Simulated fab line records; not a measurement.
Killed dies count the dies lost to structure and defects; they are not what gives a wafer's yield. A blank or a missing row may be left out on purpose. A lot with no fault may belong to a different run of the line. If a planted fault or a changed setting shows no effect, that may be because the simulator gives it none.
fab line records + flow sky130
record
- lots=13
- wafers=39
- last-day=50
route steps=708 shown VIA2@508 CAPM@538 PAD_OPEN@708
lots that met no fault: taken from a fault-free run of the same line
start-h: the number of hours between the record's first day and the start of the first shown wafer of the lot + wait-h: how many hours have passed since the lot's step before this one + " unchanged from the row above + L1.1+2: a row that stands for several wafers + - value missing, or start not given + * or withheld: withheld + < > ~ a bound
route shown NAME@n: NAME is a module with steps in the file, n the number in the route of the first one + usual: mean/standard deviation of fault-free wafers + same: alike in all rows + chamber/n: place in a boat + sites: per-site readings + _std_site: the standard deviation of these + _edge_site: inner sites' mean taken away from outer sites' mean + radius-mm: how far each site lies from the wafer's centre + mask NAME#n: copy n + behind: the tool/chamber that last shaped the wafer + hold: why the lot went on hold/how many hours it stayed there/how the hold came to an end + device: the n, p or np transistor that did not switch + end of line: tests run on the same wafers once the route is complete + for a step that has no rows: nothing shown but its recipe + killed: the dies lost at the first sort to structure and to defects; this is not the yield of the wafer + map: shows each die of a wafer: x if killed, . if not, _ if none is there
set.NAME: the run value of the setting; set.NAME@STEP: its run value at that earlier step + model.NAME: the simulator's own value behind a step, which no gauge read
a sample of lots followed through the steps of the route, with each step as a table and each wafer as a row
services: a tool's chamber out of use, with start hour (start-h, from the record's first day; less than 0 if before it), hours out, and reason
## steps
# step SKY_VIA2_THK_MEAS_01
# recipe
- reads=SiO2_of_VIA2_HDPCVD_00
# usual
- VIA2_HDPCVD_THK=1185/11
| lot.wafer | tool          | chamber | start-h | wait-h | VIA2_HDPCVD_THK[nm] |
|-----------|---------------|---------|---------|--------|---------------------|
| L968.1    | film-metro-01 | -       | 818.06  | 0.1    | 1182                |
| L968.4    | "             | -       | "       | "      | 1176                |
| L968.6    | "             | -       | "       | "      | 1178                |
| L970.2    | film-metro-03 | -       | 827.12  | 0.1    | 1187                |
| L970.4    | "             | -       | "       | "      | 1192                |
| L970.5    | "             | -       | "       | "      | 1186                |
| L971.2    | film-metro-02 | -       | 840.97  | 0.1    | 1184                |
| L971.4    | "             | -       | "       | "      | 1169                |
| L971.6    | "             | -       | "       | "      | 1183                |
| L974.1    | film-metro-03 | -       | 874.15  | 0.1    | 1195                |
| L974.5    | "             | -       | "       | "      | 1195                |
| L974.6    | "             | -       | "       | "      | 1188                |
| L975.2    | film-metro-01 | -       | 884.59  | 0.1    | 1191                |
| L975.3    | "             | -       | "       | "      | 1185                |
| L975.5    | "             | -       | "       | "      | 1187                |
| L977.1    | film-metro-01 | -       | 889.30  | 0.1    | 1189                |
| L977.5    | "             | -       | "       | "      | 1191                |
| L977.6    | "             | -       | "       | "      | 1214                |
| L976.1    | film-metro-01 | -       | 890.13  | 0.1    | 1198                |
| L976.2    | "             | -       | "       | "      | 1172                |
| L976.5    | "             | -       | "       | "      | 1186                |
| L980.3    | film-metro-03 | -       | 914.63  | 0.1    | 1183                |
| L980.4    | "             | -       | "       | "      | 1194                |
| L980.5    | "             | -       | "       | "      | 1185                |
| L985.1    | film-metro-03 | -       | 945.60  | 0.1    | 1173                |
| L985.3    | "             | -       | "       | "      | 1178                |
| L985.5    | "             | -       | "       | "      | 1173                |
| L986.4    | film-metro-02 | -       | 954.06  | 0.0    | 1192                |
| L986.5    | "             | -       | "       | "      | 1183                |
| L986.6    | "             | -       | "       | "      | 1203                |
| L988.1    | film-metro-03 | -       | 967.50  | 0.1    | 1186                |
| L988.2    | "             | -       | "       | "      | 1210                |
| L988.6    | "             | -       | "       | "      | 1204                |
| L987.3    | film-metro-03 | -       | 968.39  | 0.1    | 1178                |
| L987.5    | "             | -       | "       | "      | 1175                |
| L987.6    | "             | -       | "       | "      | 1176                |
| L990.1    | film-metro-01 | -       | 986.64  | 0.1    | 1200                |
| L990.2    | "             | -       | "       | "      | 1175                |
| L990.5    | "             | -       | "       | "      | 1187                |
# step SKY_VIA2_OVL_MEAS_13
# usual
- VIA2_OVL=-3/4.9
| lot.wafer | tool       | chamber | start-h | wait-h | VIA2_OVL[nm] |
|-----------|------------|---------|---------|--------|--------------|
| L968.1    | overlay-02 | -       | 844.45  | 0.1    | 2            |
| L968.4    | "          | -       | "       | "      | -2           |
| L968.6    | "          | -       | "       | "      | -3           |
| L970.2    | overlay-02 | -       | 854.28  | 0.1    | 3            |
| L970.4    | "          | -       | "       | "      | -3           |
| L970.5    | "          | -       | "       | "      | -5           |
| L971.2    | overlay-02 | -       | 867.93  | 0.1    | -4           |
| L971.4    | "          | -       | "       | "      | 2            |
| L971.6    | "          | -       | "       | "      | 6            |
| L974.1    | overlay-02 | -       | 899.72  | 0.1    | -5           |
| L974.5    | "          | -       | "       | "      | -4           |
| L974.6    | "          | -       | "       | "      | -5           |
| L975.2    | overlay-02 | -       | 910.47  | 0.1    | 9            |
| L975.3    | "          | -       | "       | "      | 3            |
| L975.5    | "          | -       | "       | "      | -1           |
| L977.1    | overlay-01 | -       | 915.13  | 0.1    | 1            |
| L977.5    | "          | -       | "       | "      | -1           |
| L977.6    | "          | -       | "       | "      | -12          |
| L976.1    | overlay-02 | -       | 916.40  | 0.1    | -12          |
| L976.2    | "          | -       | "       | "      | -3           |
| L976.5    | "          | -       | "       | "      | -11          |
| L980.3    | overlay-01 | -       | 939.76  | 0.1    | -4           |
| L980.4    | "          | -       | "       | "      | -7           |
| L980.5    | "          | -       | "       | "      | -9           |
| L985.1    | overlay-02 | -       | 970.03  | 0.1    | -1           |
| L985.3    | "          | -       | "       | "      | -1           |
| L985.5    | "          | -       | "       | "      | -3           |
| L986.4    | overlay-01 | -       | 978.17  | 0.1    | 5            |
| L986.5    | "          | -       | "       | "      | 0            |
| L986.6    | "          | -       | "       | "      | -4           |
| L988.1    | overlay-02 | -       | 991.30  | 0.1    | -6           |
| L988.2    | "          | -       | "       | "      | 1            |
| L988.6    | "          | -       | "       | "      | -5           |
| L987.3    | overlay-01 | -       | 992.23  | 0.1    | 1            |
| L987.5    | "          | -       | "       | "      | 1            |
| L987.6    | "          | -       | "       | "      | -9           |
| L990.1    | overlay-01 | -       | 1009.90 | 0.1    | -5           |
| L990.2    | "          | -       | "       | "      | 2            |
| L990.5    | "          | -       | "       | "      | -8           |
# step SKY_VIA2_CMP_24
# recipe
- stop-on=SiO2
- t-overpolish-s=20
- down-force-psi=3.5
- platen-rpm=60
- target-thk-nm=0
- pad-velocity-m-s=0.94248
# usual
- edge-zone-pressure-frac=0.999/0.0051
- motor-current-A=11.1/1.4
- overpolish-run-s=20.000/0.0083
- time-to-endpoint-s=104/5.2
| lot.wafer | tool   | chamber | start-h | wait-h | edge-zone-pressure-frac | motor-current-A | overpolish-run-s | time-to-endpoint-s |
|-----------|--------|---------|---------|--------|-------------------------|-----------------|------------------|--------------------|
| L968.1    | cmp-02 | 3       | 845.64  | 0.1    | 1.003                   | 8.0             | 19.996           | 104                |
| L968.4    | "      | 1       | "       | "      | 0.999                   | 9.8             | 20.009           | 103                |
| L968.6    | "      | 3       | "       | "      | 0.997                   | 8.7             | 19.994           | 102                |
| L970.4    | cmp-02 | 3       | 855.44  | 0.1    | 0.994                   | 8.4             | 19.996           | 98                 |
| L970.2    | "      | 0       | "       | "      | 0.995                   | 11.3            | 20.000           | 112                |
| L970.5    | "      | 2       | "       | "      | 0.998                   | 11.6            | 19.994           | 111                |
| L971.4    | cmp-01 | 1       | 869.04  | 0.0    | 0.991                   | 11.9            | 20.000           | 107                |
| L971.2    | "      | 2       | "       | "      | 0.995                   | 11.7            | 20.002           | 106                |
| L971.6    | "      | 1       | "       | "      | 0.999                   | 12.8            | 20.005           | 103                |
| L974.1    | cmp-02 | 3       | 900.82  | 0.1    | 1.000                   | 7.9             | 20.010           | 100                |
| L974.6    | "      | 3       | "       | "      | 1.006                   | 8.5             | 20.006           | 99                 |
| L974.5    | "      | 0       | "       | "      | 0.996                   | 11.9            | 19.999           | 110                |
| L975.3    | cmp-02 | 2       | 911.59  | 0.0    | 1.005                   | 12.0            | 19.999           | 112                |
| L975.2    | "      | 1       | "       | "      | 0.998                   | 10.8            | 20.005           | 105                |
| L975.5    | "      | 2       | "       | "      | 1.001                   | 12.1            | 19.989           | 109                |
| L977.1    | cmp-01 | 0       | 916.26  | 0.1    | 0.993                   | 12.7            | 20.000           | 100                |
| L977.6    | "      | 0       | "       | "      | 1.000                   | 13.0            | 19.996           | 106                |
| L977.5    | "      | 1       | "       | "      | 0.989                   | 12.2            | 20.011           | 106                |
| L976.1    | cmp-02 | 0       | 918.55  | 0.9    | 0.996                   | 11.4            | 20.002           | 109                |
| L976.2    | "      | 1       | "       | "      | 1.002                   | 10.8            | 19.999           | 103                |
| L976.5    | "      | 3       | "       | "      | 0.993                   | 8.6             | 19.997           | 98                 |
| L980.4    | cmp-01 | 0       | 941.19  | 0.0    | 0.996                   | 12.5            | 19.995           | 101                |
| L980.3    | "      | 3       | "       | "      | 1.005                   | 10.7            | 20.018           | 107                |
| L980.5    | "      | 1       | "       | "      | 0.992                   | 12.6            | 19.986           | 111                |
| L985.3    | cmp-01 | 1       | 971.18  | 0.1    | 1.007                   | 12.7            | 0.041            | 161                |
| L985.1    | "      | 2       | "       | "      | 1.000                   | 11.9            | 0.036            | 160                |
| L985.5    | "      | 1       | "       | "      | 0.996                   | 13.2            | 0.043            | 159                |
| L986.4    | cmp-01 | 0       | 979.25  | 0.0    | 1.006                   | 12.9            | 0.047            | 154                |
| L986.6    | "      | 0       | "       | "      | 1.006                   | 12.6            | 0.030            | 155                |
| L986.5    | "      | 1       | "       | "      | 1.001                   | 12.6            | 0.043            | 156                |
| L988.2    | cmp-02 | 2       | 992.49  | 0.1    | 0.999                   | 12.2            | 19.999           | 108                |
| L988.1    | "      | 0       | "       | "      | 0.996                   | 11.3            | 19.985           | 112                |
| L988.6    | "      | 1       | "       | "      | 0.997                   | 10.1            | 20.004           | 109                |
| L987.3    | cmp-01 | 1       | 993.38  | 0.1    | 0.992                   | 12.3            | 0.042            | 158                |
| L987.6    | "      | 0       | "       | "      | 0.996                   | 13.1            | 0.034            | 156                |
| L987.5    | "      | 1       | "       | "      | 1.006                   | 12.1            | 0.040            | 157                |
| L990.1    | cmp-02 | 2       | 1011.02 | 0.1    | 0.988                   | 11.4            | 20.005           | 115                |
| L990.2    | "      | 1       | "       | "      | 1.000                   | 10.7            | 19.999           | 112                |
| L990.5    | "      | 3       | "       | "      | 0.996                   | 8.8             | 20.005           | 102                |
# step SKY_CAPM_THK_MEAS_01
# recipe
- reads=SiO2_of_CAPM_CVD_00
# usual
- CAPM_CVD_00_THK=15.51/0.27
| lot.wafer | tool          | chamber | start-h | wait-h | CAPM_CVD_00_THK[nm] |
|-----------|---------------|---------|---------|--------|---------------------|
| L968.1    | film-metro-04 | -       | 846.06  | -      | 14.91               |
| L968.4    | "             | -       | "       | "      | 15.22               |
| L968.6    | "             | -       | "       | "      | 15.34               |
| L970.2    | film-metro-03 | -       | 855.89  | -      | 15.41               |
| L970.4    | "             | -       | "       | "      | 15.69               |
| L970.5    | "             | -       | "       | "      | 15.45               |
| L971.2    | film-metro-03 | -       | 869.52  | -      | 15.45               |
| L971.4    | "             | -       | "       | "      | 15.65               |
| L971.6    | "             | -       | "       | "      | 15.90               |
| L974.1    | film-metro-04 | -       | 901.30  | -      | 15.45               |
| L974.5    | "             | -       | "       | "      | 15.63               |
| L974.6    | "             | -       | "       | "      | 15.35               |
| L975.2    | film-metro-04 | -       | 912.07  | -      | 15.43               |
| L975.3    | "             | -       | "       | "      | 15.41               |
| L975.5    | "             | -       | "       | "      | 15.70               |
| L977.1    | film-metro-02 | -       | 916.74  | -      | 14.98               |
| L977.5    | "             | -       | "       | "      | 15.37               |
| L977.6    | "             | -       | "       | "      | 15.42               |
| L976.1    | film-metro-02 | -       | 918.93  | -      | 15.25               |
| L976.2    | "             | -       | "       | "      | 15.37               |
| L976.5    | "             | -       | "       | "      | 15.44               |
| L980.3    | film-metro-02 | -       | 941.69  | -      | 15.62               |
| L980.4    | "             | -       | "       | "      | 15.98               |
| L980.5    | "             | -       | "       | "      | 15.87               |
| L988.1    | film-metro-03 | -       | 992.91  | -      | 15.57               |
| L988.2    | "             | -       | "       | "      | 15.52               |
| L988.6    | "             | -       | "       | "      | 15.85               |
| L990.1    | film-metro-04 | -       | 1011.49 | -      | 15.18               |
| L990.2    | "             | -       | "       | "      | 15.20               |
| L990.5    | "             | -       | "       | "      | 15.11               |
# step SKY_PAD_OPEN_PROBE_99
# usual
- defect-limited-yield=82.9/2
- killed_at_M0_to_M3=42/7.4
- killed_at_M4_up=3.3/2.1
- killed-at-contacts=24/5.3
- killed-at-front-end=15/4.5
- killed-at-other=0.3/0.57
- killed-dies=84/10
- killed-on-rim=17/3.8
- killed-open=46/7.5
- killed-short=38/6.4
- sort_bin_3_pad_short=0.9/0.44
- sort_bin_5_function=10.2/1.5
- sort_bin_6_memory=6.0/1.1
- sort-n-pass=408/10
- sort-yield-pct=82.9/2
# same
- gross-dies=492
- killed-at-back-side=0
- sort_bin_4_leakage[%]=0
- sort_bin_8_speed[%]=0
| lot.wafer | tool      | chamber | start-h | wait-h | defect-limited-yield[%] | killed_at_M0_to_M3 | killed_at_M4_up | killed-at-contacts | killed-at-front-end | killed-at-other | killed-dies | killed-on-rim | killed-open | killed-short | sort_bin_3_pad_short[%] | sort_bin_5_function[%] | sort_bin_6_memory[%] | sort-n-pass | sort-yield-pct[%] |
|-----------|-----------|---------|---------|--------|-------------------------|--------------------|-----------------|--------------------|---------------------|-----------------|-------------|---------------|-------------|--------------|-------------------------|------------------------|----------------------|-------------|-------------------|
| L968.1    | prober-02 | -       | 1070.48 | 0.1    | 86.0                    | 36                 | 2               | 17                 | 13                  | 1               | 69          | 13            | 28          | 40           | 1.0                     | 8.1                    | 4.9                  | 423         | 86.0              |
| L968.4    | prober-02 | -       | 1070.63 | 0.2    | 84.3                    | 39                 | 4               | 16                 | 17                  | 1               | 77          | 14            | 49          | 28           | 0.8                     | 8.5                    | 6.3                  | 415         | 84.3              |
| L968.6    | prober-02 | -       | 1070.73 | 0.2    | 83.5                    | 41                 | 3               | 25                 | 11                  | 1               | 81          | 14            | 39          | 39           | 0.6                     | 10.0                   | 5.9                  | 411         | 83.5              |
| L974.1    | prober-02 | -       | 1115.03 | 0.1    | 87.0                    | 27                 | 1               | 22                 | 14                  | 0               | 64          | 13            | 43          | 21           | 0                       | 7.9                    | 5.1                  | 428         | 87.0              |
| L974.5    | prober-02 | -       | 1115.23 | 0.2    | 84.3                    | 36                 | 1               | 19                 | 21                  | 0               | 77          | 14            | 39          | 36           | 1.0                     | 10.0                   | 4.7                  | 415         | 84.3              |
| L974.6    | prober-02 | -       | 1115.28 | 0.2    | 82.1                    | 46                 | 2               | 21                 | 19                  | 0               | 88          | 17            | 58          | 30           | 0.8                     | 10.8                   | 6.3                  | 404         | 82.1              |
| L976.1    | prober-01 | -       | 1129.93 | 0.1    | 78.0                    | 45                 | 6               | 38                 | 19                  | 0               | 108         | 22            | 53          | 55           | 1.6                     | 12.8                   | 7.5                  | 384         | 78.0              |
| L976.2    | prober-01 | -       | 1129.98 | 0.1    | 83.5                    | 40                 | 9               | 20                 | 12                  | 0               | 81          | 16            | 41          | 40           | 0.6                     | 9.8                    | 6.1                  | 411         | 83.5              |
| L976.5    | prober-01 | -       | 1130.13 | 0.2    | 84.8                    | 39                 | 2               | 23                 | 11                  | 0               | 75          | 18            | 44          | 31           | 0.6                     | 8.5                    | 6.1                  | 417         | 84.8              |
| L980.3    | prober-02 | -       | 1147.51 | 0.2    | 80.5                    | 51                 | 3               | 27                 | 15                  | 0               | 96          | 13            | 54          | 42           | 1.0                     | 11.2                   | 7.3                  | 396         | 80.5              |
| L980.4    | prober-02 | -       | 1147.56 | 0.2    | 81.1                    | 51                 | 0               | 24                 | 18                  | 0               | 93          | 15            | 47          | 46           | 1.8                     | 11.0                   | 6.1                  | 399         | 81.1              |
| L980.5    | prober-02 | -       | 1147.61 | 0.2    | 78.3                    | 68                 | 1               | 27                 | 11                  | 0               | 107         | 16            | 60          | 47           | 0.2                     | 14.2                   | 7.3                  | 385         | 78.3              |
| L985.1    | prober-02 | -       | 1170.27 | 0.1    | 0                       | 449                | 0               | 33                 | 10                  | 0               | 492         | 96            | 48          | 33           | 83.7                    | 10.6                   | 5.7                  | 0           | 0                 |
| L985.3    | prober-02 | -       | 1170.37 | 0.2    | 0                       | 448                | 2               | 28                 | 12                  | 2               | 492         | 96            | 47          | 40           | 83.9                    | 10.8                   | 5.3                  | 0           | 0                 |
| L985.5    | prober-02 | -       | 1170.47 | 0.2    | 0                       | 451                | 6               | 24                 | 11                  | 0               | 492         | 96            | 42          | 46           | 83.1                    | 10.2                   | 6.7                  | 0           | 0                 |
| L986.4    | prober-01 | -       | 1174.71 | 0.2    | 0                       | 451                | 4               | 27                 | 9                   | 1               | 492         | 96            | 55          | 32           | 82.5                    | 11.0                   | 6.5                  | 0           | 0                 |
| L986.5    | prober-01 | -       | 1174.76 | 0.2    | 0                       | 458                | 2               | 16                 | 13                  | 3               | 492         | 96            | 34          | 35           | 85.8                    | 8.1                    | 6.1                  | 0           | 0                 |
| L986.6    | prober-01 | -       | 1174.81 | 0.2    | 0                       | 451                | 1               | 24                 | 15                  | 1               | 492         | 96            | 45          | 39           | 83.7                    | 11.0                   | 5.3                  | 0           | 0                 |
| L988.1    | prober-01 | -       | 1183.78 | 0.1    | 84.6                    | 41                 | 2               | 22                 | 11                  | 0               | 76          | 17            | 35          | 41           | 2.0                     | 7.7                    | 5.7                  | 416         | 84.6              |
| L988.2    | prober-01 | -       | 1183.83 | 0.1    | 80.3                    | 51                 | 3               | 31                 | 10                  | 2               | 97          | 23            | 49          | 48           | 1.6                     | 11.2                   | 6.9                  | 395         | 80.3              |
| L988.6    | prober-01 | -       | 1184.03 | 0.2    | 83.5                    | 39                 | 3               | 23                 | 16                  | 0               | 81          | 20            | 38          | 43           | 0.4                     | 8.9                    | 7.1                  | 411         | 83.5              |
| L987.3    | prober-01 | -       | 1185.76 | 0.2    | 0                       | 453                | 1               | 23                 | 15                  | 0               | 492         | 96            | 49          | 40           | 83.7                    | 9.1                    | 7.1                  | 0           | 0                 |
| L987.5    | prober-01 | -       | 1185.86 | 0.2    | 0                       | 457                | 2               | 15                 | 18                  | 0               | 492         | 96            | 32          | 37           | 86.8                    | 8.1                    | 5.1                  | 0           | 0                 |
| L987.6    | prober-01 | -       | 1185.91 | 0.2    | 0                       | 454                | 3               | 18                 | 17                  | 0               | 492         | 96            | 43          | 32           | 85.8                    | 8.5                    | 5.7                  | 0           | 0                 |
# killed by level:class
L968.1 VIA1:geometric-particle:short=8 CONTACT:geometric-particle:short=6 FIELD_ISO:geometric-particle:short=5 VIA2:geometric-particle:open=5 VIA1:geometric-particle:open=5 METAL3:geometric-particle:short=4 LI_CONTACT:geometric-particle:open=3 LOCAL_INTERCONNECT:geometric-particle:short=3
L968.4 VIA3:geometric-particle:open=9 VIA1:geometric-particle:open=8 LI_CONTACT:geometric-particle:open=7 VIA2:geometric-particle:open=7 FIELD_ISO:geometric-particle:open=6 CONTACT:geometric-particle:open=4 POLY_GATE:geometric-particle:open=4 LOCAL_INTERCONNECT:geometric-particle:short=4
L968.6 CONTACT:geometric-particle:open=7 CONTACT:geometric-particle:short=7 METAL1:geometric-particle:short=7 LI_CONTACT:geometric-particle:open=6 VIA1:geometric-particle:open=6 VIA2:geometric-particle:open=6 VIA3:geometric-particle:open=5 METAL2:geometric-particle:short=5
L974.1 VIA1:geometric-particle:open=8 CONTACT:geometric-particle:open=7 LI_CONTACT:geometric-particle:open=6 VIA2:geometric-particle:open=6 VIA3:geometric-particle:open=6 POLY_GATE:geometric-particle:short=5 POLY_GATE:geometric-particle:open=4 FIELD_ISO:geometric-particle:short=3
L974.5 VIA2:geometric-particle:open=9 CONTACT:geometric-particle:open=9 VIA1:geometric-particle:open=8 FIELD_ISO:geometric-particle:short=5 POLY_GATE:geometric-particle:short=5 METAL3:geometric-particle:short=5 FIELD_ISO:geometric-particle:open=4 METAL2:geometric-particle:short=4
L974.6 VIA1:geometric-particle:open=14 VIA3:geometric-particle:open=9 FIELD_ISO:geometric-particle:open=8 LI_CONTACT:geometric-particle:open=7 CONTACT:geometric-particle:open=7 VIA3:geometric-particle:short=6 CONTACT:geometric-particle:short=5 METAL1:geometric-particle:short=4
L976.1 CONTACT:geometric-particle:open=17 VIA1:geometric-particle:open=11 METAL1:geometric-particle:short=10 CONTACT:geometric-particle:short=7 FIELD_ISO:geometric-particle:short=6 LOCAL_INTERCONNECT:geometric-particle:short=6 LI_CONTACT:geometric-particle:open=5 POLY_GATE:geometric-particle:short=4
L976.2 VIA1:geometric-particle:open=9 CONTACT:geometric-particle:open=9 METAL4:geometric-particle:short=6 VIA3:geometric-particle:open=6 FIELD_ISO:geometric-particle:short=5 METAL2:geometric-particle:short=5 VIA1:geometric-particle:short=5 LI_CONTACT:geometric-particle:open=4
L976.5 VIA1:geometric-particle:open=11 CONTACT:geometric-particle:open=9 VIA3:geometric-particle:open=8 LI_CONTACT:geometric-particle:open=6 CONTACT:geometric-particle:short=4 VIA2:geometric-particle:open=4 VIA1:geometric-particle:short=4 METAL3:geometric-particle:short=4
L980.3 CONTACT:geometric-particle:open=10 VIA1:geometric-particle:open=9 VIA3:geometric-particle:open=7 METAL1:geometric-particle:short=7 LI_CONTACT:geometric-particle:open=6 VIA2:geometric-particle:open=6 METAL2:geometric-particle:short=6 CONTACT:geometric-particle:short=5
L980.4 VIA1:geometric-particle:open=12 METAL1:geometric-particle:short=10 FIELD_ISO:geometric-particle:open=8 LI_CONTACT:geometric-particle:short=7 VIA2:geometric-particle:open=7 VIA3:geometric-particle:open=4 LI_CONTACT:geometric-particle:open=4 CONTACT:geometric-particle:short=4
L980.5 VIA1:geometric-particle:open=17 METAL1:geometric-particle:short=11 LI_CONTACT:geometric-particle:open=10 VIA2:geometric-particle:open=8 CONTACT:geometric-particle:open=7 VIA1:geometric-particle:short=6 LOCAL_INTERCONNECT:geometric-particle:short=6 METAL2:geometric-particle:short=6
L985.1 VIA2:area-cmp=411 VIA1:geometric-particle:open=13 CONTACT:geometric-particle:open=12 LI_CONTACT:geometric-particle:open=6 LI_CONTACT:geometric-particle:short=6 METAL1:geometric-particle:short=5 VIA3:geometric-particle:open=5 FIELD_ISO:geometric-particle:short=4
L985.3 VIA2:area-cmp=404 VIA1:geometric-particle:open=10 CONTACT:geometric-particle:open=8 VIA2:geometric-particle:open=8 LOCAL_INTERCONNECT:geometric-particle:short=6 LI_CONTACT:geometric-particle:short=5 FIELD_ISO:geometric-particle:open=5 LI_CONTACT:geometric-particle:open=5
L985.5 VIA2:area-cmp=403 VIA1:geometric-particle:open=9 METAL2:geometric-particle:short=9 CONTACT:geometric-particle:open=8 METAL1:geometric-particle:short=8 LI_CONTACT:geometric-particle:open=6 VIA1:geometric-particle:short=6 CONTACT:geometric-particle:short=5
L986.4 VIA2:area-cmp=404 VIA1:geometric-particle:open=12 LI_CONTACT:geometric-particle:open=11 CONTACT:geometric-particle:open=10 VIA1:geometric-particle:short=10 VIA3:geometric-particle:open=9 CONTACT:geometric-particle:short=4 METAL1:geometric-particle:short=4
L986.5 VIA2:area-cmp=421 CONTACT:geometric-particle:open=9 VIA1:geometric-particle:open=6 VIA1:geometric-particle:short=5 CONTACT:geometric-particle:short=5 VIA2:geometric-particle:open=5 METAL1:geometric-particle:short=4 METAL3:geometric-particle:short=4
L986.6 VIA2:area-cmp=407 VIA1:geometric-particle:open=8 VIA3:geometric-particle:open=8 POLY_GATE:geometric-particle:short=7 METAL2:geometric-particle:short=7 VIA2:geometric-particle:open=7 CONTACT:geometric-particle:short=6 CONTACT:geometric-particle:open=6
L988.1 CONTACT:geometric-particle:open=9 METAL2:geometric-particle:short=7 CONTACT:geometric-particle:short=6 VIA1:geometric-particle:open=6 VIA3:geometric-particle:open=6 METAL3:geometric-particle:short=6 FIELD_ISO:geometric-particle:short=5 LI_CONTACT:geometric-particle:open=5
L988.2 CONTACT:geometric-particle:open=11 VIA3:geometric-particle:open=9 VIA1:geometric-particle:open=8 METAL3:geometric-particle:short=8 LI_CONTACT:geometric-particle:open=7 LOCAL_INTERCONNECT:geometric-particle:short=6 CONTACT:geometric-particle:short=5 METAL1:geometric-particle:short=5
L988.6 LI_CONTACT:geometric-particle:open=7 FIELD_ISO:geometric-particle:open=6 VIA1:geometric-particle:open=6 METAL3:geometric-particle:short=6 CONTACT:geometric-particle:open=5 CONTACT:geometric-particle:short=5 VIA1:geometric-particle:short=5 METAL2:geometric-particle:short=5
L987.3 VIA2:area-cmp=403 VIA1:geometric-particle:open=14 VIA2:geometric-particle:open=7 FIELD_ISO:geometric-particle:open=6 LI_CONTACT:geometric-particle:open=6 CONTACT:geometric-particle:open=6 METAL1:geometric-particle:short=6 VIA2:geometric-particle:short=6
L987.5 VIA2:area-cmp=423 VIA1:geometric-particle:short=8 VIA1:geometric-particle:open=6 FIELD_ISO:geometric-particle:short=5 VIA3:geometric-particle:open=4 POLY_GATE:geometric-particle:short=4 CONTACT:geometric-particle:open=4 VIA2:geometric-particle:open=4
L987.6 VIA2:area-cmp=417 VIA1:geometric-particle:open=12 CONTACT:geometric-particle:open=7 METAL3:geometric-particle:short=5 POLY_GATE:geometric-particle:open=5 VIA2:geometric-particle:open=5 LI_CONTACT:geometric-particle:open=4 METAL1:geometric-particle:short=4
## services
| tool   | chamber | start-h | hours | kind                           |
|--------|---------|---------|-------|--------------------------------|
| cmp-01 | -       | 858.53  | 0.3   | repair                         |
| cmp-02 | -       | 862.50  | 1.3   | repair                         |
| cmp-01 | -       | 884.17  | 4.1   | pm                             |
| cmp-01 | -       | 889.37  | 1.1   | repair                         |
| cmp-02 | -       | 896.35  | 2.2   | repair                         |
| cmp-02 | -       | 912.54  | 0.9   | repair                         |
| cmp-01 | -       | 916.76  | 4.0   | pm                             |
| cmp-01 | -       | 920.76  | -     | consumable-replace:conditioner |
| cmp-01 | -       | 920.76  | -     | consumable-replace:pad         |
| cmp-01 | -       | 992.65  | 0.4   | repair                         |
## key
first-sign
- step=SKY_VIA2_CMP_24
- reading=overpolish-run-s
- direction=down
- sigmas=99+
- usual=20.000
- struck=0.040
effect
- step=SKY_VIA2_CMP_24
- reading=time-to-endpoint-s
- direction=up
- sigmas=10
- usual=*
- struck=*
effect
- step=SKY_PAD_OPEN_PROBE_99
- reading=sort_bin_3_pad_short
- direction=up
- sigmas=99+
- usual=0.9
- struck=84.3
more-kills-born-at
- SKY_VIA2_CMP_24@cmp-01=3693
met-at SKY_VIA2_CMP_24
struck-lots L985,L986,L987
later-rows-left-out L985.1,L985.3,L985.5,L986.4,L986.5,L986.6,L987.3,L987.5,L987.6
not-acting-at SKY_VIA2_THK_MEAS_01,SKY_VIA2_OVL_MEAS_13,SKY_CAPM_THK_MEAS_01
onset-between 941.19 971.18
fault
- kind=process-parameter-drift
- tool=cmp-01
- chamber=-
- onset-h=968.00
- steps=SKY_VIA2_CMP_24
- channel=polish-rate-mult
- offset=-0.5
- shape=step
- end-h=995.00
# later-rows-left-out: the simulator's readings of these wafers behind a module that went badly wrong aren't trusted and aren't shown, but for the sort
